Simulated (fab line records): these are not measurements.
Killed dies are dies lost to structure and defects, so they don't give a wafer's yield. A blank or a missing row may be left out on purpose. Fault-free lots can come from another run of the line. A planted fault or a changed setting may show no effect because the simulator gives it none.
What tool caused it? | flow sky130 | 72 wafers from 24 lots sampled at 5 of the route's 708 steps

== WHAT THE GAUGES SHOWED, per wafer ==
SKY_SD_P_OVL_MEAS_08.
lot  | measured     | on         | SD_P_OVL (nm)
L074 | day 25 05:51 | overlay-01 | -0.1 -0.7 -1.9
L075 | day 25 16:23 | overlay-01 | -2.6 -1.1 -2.5
L076 | day 26 08:30 | overlay-01 | 0.9 -0.6 -0.1
L077 | day 26 12:22 | overlay-01 | -5.5 -4.3 -5.3
L078 | day 27 08:00 | overlay-02 | 2.1 3.4 1.1
L079 | day 27 10:10 | overlay-01 | 0.5 -0.5 0.2
L080 | day 27 18:06 | overlay-02 | -0.5 -1.2 0.3
L081 | day 27 19:24 | overlay-02 | -0.6 -0.2 0.8
L082 | day 28 04:31 | overlay-01 | -3.2 -2.4 -3.7
L083 | day 28 10:29 | overlay-01 | -1.5 -0.3 0.3
L084 | day 28 16:51 | overlay-01 | -4.5 -2.0 -2.7
L085 | day 29 03:47 | overlay-02 | -0.3 0.0 -0.9
L086 | day 29 10:20 | overlay-01 | -2.5 -2.2 -2.4
L087 | day 29 16:53 | overlay-02 | -0.7 -1.1 -0.7
L088 | day 30 05:11 | overlay-01 | -2.4 -0.9 -0.4
L089 | day 30 08:19 | overlay-02 | -1.0 -0.8 -1.8
L090 | day 31 11:02 | overlay-01 | 1.7 -0.6 -0.2
L092 | day 32 01:06 | overlay-02 | 0.7 0.2 2.0
L091 | day 32 03:22 | overlay-01 | -0.8 0.2 -1.6
L093 | day 32 07:08 | overlay-02 | -0.3 0.2 -0.8
L094 | day 32 07:05 | overlay-02 | 1.1 1.3 1.6
L095 | day 32 13:15 | overlay-02 | -0.9 -0.5 -1.2
L096 | day 32 17:53 | overlay-01 | 0.5 1.5 2.0
L097 | day 33 05:41 | overlay-02 | -4.1 -2.3 -3.3

SKY_METAL1_RS_MEAS_05: measurement is done with a four-point probe.
lot  | measured     | on            | METAL1_ALCU_RS (ohm/sq)
L074 | day 31 12:31 | film-metro-02 | 0.1270 0.1255 0.1294
L075 | day 31 21:01 | film-metro-01 | 0.1278 0.1251 0.1273
L076 | day 32 13:14 | film-metro-02 | 0.1278 0.1288 0.1271
L077 | day 32 17:10 | film-metro-02 | 0.1279 0.1260 0.1257
L078 | day 33 10:31 | film-metro-04 | 0.1283 0.1252 0.1258
L079 | day 33 12:16 | film-metro-02 | 0.1259 0.1291 0.1287
L080 | day 33 19:20 | film-metro-01 | 0.1274 0.1271 0.1275
L081 | day 33 21:44 | film-metro-01 | 0.1245 0.1271 0.1234
L082 | day 34 05:22 | film-metro-01 | 0.1288 0.1257 0.1272
L083 | day 34 10:55 | film-metro-02 | 0.1242 0.1268 0.1248
L084 | day 34 15:43 | film-metro-01 | 0.1267 0.1282 0.1289
L085 | day 35 03:29 | film-metro-04 | 0.1267 0.1261 0.1277
L086 | day 35 08:46 | film-metro-02 | 0.1278 0.1277 0.1281
L087 | day 35 14:35 | film-metro-04 | 0.1263 0.1267 0.1267
L088 | day 36 01:10 | film-metro-01 | 0.1278 0.1266 0.1252
L089 | day 36 06:30 | film-metro-01 | 0.1248 0.1269 0.1291
L090 | day 37 05:35 | film-metro-04 | 0.1291 0.1250 0.1275
L092 | day 37 18:11 | film-metro-01 | 0.1280 0.1254 0.1237
L091 | day 37 20:26 | film-metro-01 | 0.1262 0.1261 0.1268
L093 | day 38 02:29 | film-metro-04 | 0.1253 0.1251 0.1232
L094 | day 37 23:34 | film-metro-02 | 0.1260 0.1271 0.1267
L095 | day 38 06:06 | film-metro-04 | 0.1278 0.1264 0.1278
L096 | day 38 10:47 | film-metro-01 | 0.1247 0.1261 0.1247
L097 | day 38 21:33 | film-metro-02 | 0.1257 0.1264 0.1272

SKY_VIA2_THK_MEAS_23: measures by xrf.
lot  | measured     | on            | VIA2_W_THK (nm)
L074 | day 36 05:27 | film-metro-04 | 439 437 441
L075 | day 36 12:37 | film-metro-04 | 437 434 433
L076 | day 37 04:05 | film-metro-01 | 439 445 442
L077 | day 37 08:04 | film-metro-03 | 429 428 428
L078 | day 38 00:41 | film-metro-01 | 426 434 431
L079 | day 38 03:52 | film-metro-04 | 443 443 443
L080 | day 38 09:56 | film-metro-01 | 430 431 433
L081 | day 38 10:56 | film-metro-04 | 435 437 438
L082 | day 38 19:29 | film-metro-01 | 439 438 443
L083 | day 38 23:28 | film-metro-01 | 438 430 432
L084 | day 39 07:04 | film-metro-04 | 443 438 450
L085 | day 39 16:19 | film-metro-03 | 427 430 428
L086 | day 39 21:16 | film-metro-03 | 429 432 435
L087 | day 40 02:43 | film-metro-01 | 439 441 436
L088 | day 40 13:37 | film-metro-01 | 437 441 442
L089 | day 40 17:14 | film-metro-03 | 442 446 438
L090 | day 41 15:46 | film-metro-04 | 436 436 433
L092 | day 42 04:00 | film-metro-04 | 445 445 442
L091 | day 42 05:29 | film-metro-03 | 433 435 436
L093 | day 42 14:23 | film-metro-01 | 442 448 446
L094 | day 42 08:53 | film-metro-03 | 434 438 435
L095 | day 42 16:15 | film-metro-01 | 461 451 456
L096 | day 42 20:04 | film-metro-01 | 451 443 448
L097 | day 43 05:05 | film-metro-04 | 433 431 434

== EACH LOT AND THE TOOL THAT RAN IT (in order: tool; ch and the chambers of the sampled wafers; start) ==
lot  | SKY_POLY_GATE_ETCH_17            | SKY_CONTACT_ETCH_16
L074 | rie-si-01 ch 1,2,3, day 16 06:06 | rie-diel-02 ch 0,1,3, day 31 10:57
L075 | rie-si-01 ch 0,3, day 16 17:45   | rie-diel-01 ch 1,2,3, day 31 19:26
L076 | rie-si-02 ch 0,1, day 17 06:41   | rie-diel-01 ch 0,1,2, day 32 11:43
L077 | rie-si-02 ch 0,2,3, day 17 09:51 | rie-diel-03 ch 1,2,3, day 32 15:40
L078 | rie-si-02 ch 0,2,3, day 18 10:04 | rie-diel-02 ch 0,1,3, day 33 08:59
L079 | rie-si-01 ch 0,2,3, day 18 10:24 | rie-diel-02 ch 0,1,3, day 33 10:41
L080 | rie-si-02 ch 0,1,3, day 18 16:18 | rie-diel-01 ch 0,1, day 33 17:48
L081 | rie-si-01 ch 0,1,3, day 18 20:06 | rie-diel-01 ch 0,1,3, day 33 20:11
L082 | rie-si-01 ch 1,2, day 19 04:21   | rie-diel-02 ch 2,3, day 34 03:50
L083 | rie-si-01 ch 0,2,3, day 19 12:18 | rie-diel-03 ch 0,1,3, day 34 09:24
L084 | rie-si-02 ch 0,1,2, day 19 21:23 | rie-diel-03 ch 0,1,2, day 34 14:08
L085 | rie-si-01 ch 1,3, day 20 06:40   | rie-diel-01 ch 0,1, day 35 01:55
L086 | rie-si-01 ch 2,3, day 20 14:26   | rie-diel-02 ch 1,2,3, day 35 07:15
L087 | rie-si-02 ch 1,2, day 20 23:03   | rie-diel-03 ch 1,2,3, day 35 13:04
L088 | rie-si-01 ch 0,3, day 21 09:09   | rie-diel-03 ch 0,1,2, day 35 23:27
L089 | rie-si-02 ch 1,3, day 21 17:25   | rie-diel-03 ch 0,2,3, day 36 04:57
L090 | rie-si-01 ch 0,1,3, day 22 18:05 | rie-diel-01 ch 1,2,3, day 37 04:03
L092 | rie-si-02 ch 1,2,3, day 23 12:38 | rie-diel-03 ch 1,2,3, day 37 16:39
L091 | rie-si-01 ch 0,2,3, day 23 12:51 | rie-diel-01 ch 1,2, day 37 18:52
L093 | rie-si-02 ch 0,1, day 23 17:53   | rie-diel-01 ch 0,3, day 38 00:55
L094 | rie-si-01 ch 1,2, day 23 19:05   | rie-diel-03 ch 1,2,3, day 37 22:01
L095 | rie-si-02 ch 0,1,2, day 23 23:14 | rie-diel-02 ch 1,2,3, day 38 04:34
L096 | rie-si-01 ch 2,3, day 24 04:44   | rie-diel-03 ch 0,3, day 38 09:13
L097 | rie-si-02 ch 1,2, day 24 17:35   | rie-diel-02 ch 0,1,2, day 38 20:00
- SKY_POLY_GATE_ETCH_17: etches poly-Si in HBr/Cl2, stops on SiO2, target depth 180 nm, time 70.5 s.
- SKY_CONTACT_ETCH_16: etches BARC in N2/H2, stops on SiO2, time 45.9 s, target depth 60 nm.

== AS READ BY THE TOOLS THEMSELVES (means over the sampled wafers that have a number; for cases with no such wafer, the mark the record gives instead) ==
SKY_POLY_GATE_ETCH_17.
lot  | tool      | drypump-motor-current-A (A) | mfc-cl2-sccm (sccm) | oes-product-au (a.u.) | throttle-valve-pct (%)
L074 | rie-si-01 | 5.67                        | 49.94               | 0.983                 | 33.692
L075 | rie-si-01 | 6.13                        | 49.93               | 0.986                 | 33.686
L076 | rie-si-02 | 5.48                        | 49.95               | 0.976                 | 33.670
L077 | rie-si-02 | 5.71                        | 50.10               | 0.979                 | 33.688
L078 | rie-si-02 | 5.72                        | 50.00               | 0.974                 | 33.685
L079 | rie-si-01 | 5.96                        | 50.06               | 0.977                 | 33.688
L080 | rie-si-02 | 5.54                        | 50.22               | 0.969                 | 33.681
L081 | rie-si-01 | 5.91                        | 49.97               | 0.986                 | 33.685
L082 | rie-si-01 | 5.47                        | 50.04               | 0.988                 | 33.686
L083 | rie-si-01 | 5.95                        | 49.87               | 0.978                 | 33.689
L084 | rie-si-02 | 5.63                        | 50.07               | 0.989                 | 33.677
L085 | rie-si-01 | 5.84                        | 49.99               | 0.991                 | 33.687
L086 | rie-si-01 | 5.76                        | 49.84               | 0.980                 | 33.690
L087 | rie-si-02 | 5.55                        | 49.91               | 0.966                 | 33.683
L088 | rie-si-01 | 6.13                        | 50.10               | 0.980                 | 33.689
L089 | rie-si-02 | 5.55                        | 50.03               | 0.973                 | 33.680
L090 | rie-si-01 | 5.86                        | 50.04               | 0.991                 | 33.682
L092 | rie-si-02 | 5.62                        | 49.92               | 0.969                 | 33.681
L091 | rie-si-01 | 5.93                        | 50.05               | 0.982                 | 33.676
L093 | rie-si-02 | 5.48                        | 49.96               | 0.972                 | 33.689
L094 | rie-si-01 | 5.56                        | 49.79               | 0.977                 | 33.688
L095 | rie-si-02 | 5.64                        | 50.02               | 0.973                 | 33.691
L096 | rie-si-01 | 5.91                        | 50.00               | 0.976                 | 33.681
L097 | rie-si-02 | 5.58                        | 50.01               | 0.978                 | 33.693

SKY_CONTACT_ETCH_16.
lot  | tool        | drypump-motor-current-A (A) | oes-product-au (a.u.) | throttle-valve-pct (%)
L074 | rie-diel-02 | 5.8                         | 0.857                 | 13.221
L075 | rie-diel-01 | 5.7                         | 0.853                 | 13.216
L076 | rie-diel-01 | 5.5                         | 0.856                 | 13.224
L077 | rie-diel-03 | 5.7                         | 0.851                 | 13.224
L078 | rie-diel-02 | 5.8                         | 0.854                 | 13.219
L079 | rie-diel-02 | 5.9                         | 0.854                 | 13.231
L080 | rie-diel-01 | 5.7                         | 0.860                 | 13.230
L081 | rie-diel-01 | 5.9                         | 0.851                 | 13.235
L082 | rie-diel-02 | 5.8                         | 0.853                 | 13.231
L083 | rie-diel-03 | 5.9                         | 0.858                 | 13.223
L084 | rie-diel-03 | 5.7                         | 0.859                 | 13.229
L085 | rie-diel-01 | 5.5                         | 0.852                 | 13.227
L086 | rie-diel-02 | 5.8                         | 0.853                 | 13.216
L087 | rie-diel-03 | 5.8                         | 0.859                 | 13.223
L088 | rie-diel-03 | 5.7                         | 0.849                 | 13.220
L089 | rie-diel-03 | 6.2                         | 0.854                 | 13.223
L090 | rie-diel-01 | 5.7                         | 0.857                 | 13.222
L092 | rie-diel-03 | 5.7                         | 0.856                 | 13.217
L091 | rie-diel-01 | 5.4                         | 0.856                 | 13.220
L093 | rie-diel-01 | 6.1                         | 0.857                 | 13.229
L094 | rie-diel-03 | 5.8                         | 0.855                 | 13.230
L095 | rie-diel-02 | 5.8                         | 0.851                 | 13.231
L096 | rie-diel-03 | 6.5                         | 0.854                 | 13.225
L097 | rie-diel-02 | 5.9                         | 0.860                 | 13.230

== THE ANSWER, worked out from the rows above alone ==
Rule: the usual values come from the lots themselves. The widest of any qualifying gaps counts: lots, ordered by their means at a reading, are off when they make up no more than a third of the lots, leave a main group of 4 or more, and stand apart from it by 3 or more times the standard deviation of that group's means. Not used: any main group whose means are identical at the precision the tables above print for the reading. A lot without any number at a reading at which 4 lots or more have one is off too. All remaining lots with rows at the step are treated as sound. After the gauges, taken in route order, come the tools' own readings; for these a lot's mean is taken, as printed above. At the first step where some lot is off, the reading lying furthest off is the one used; lots without a number count as furthest.
No lot is off on any of the readings shown, so nothing can be concluded from this.

== WHAT HAD BEEN PUT IN BY THE SIMULATOR ==
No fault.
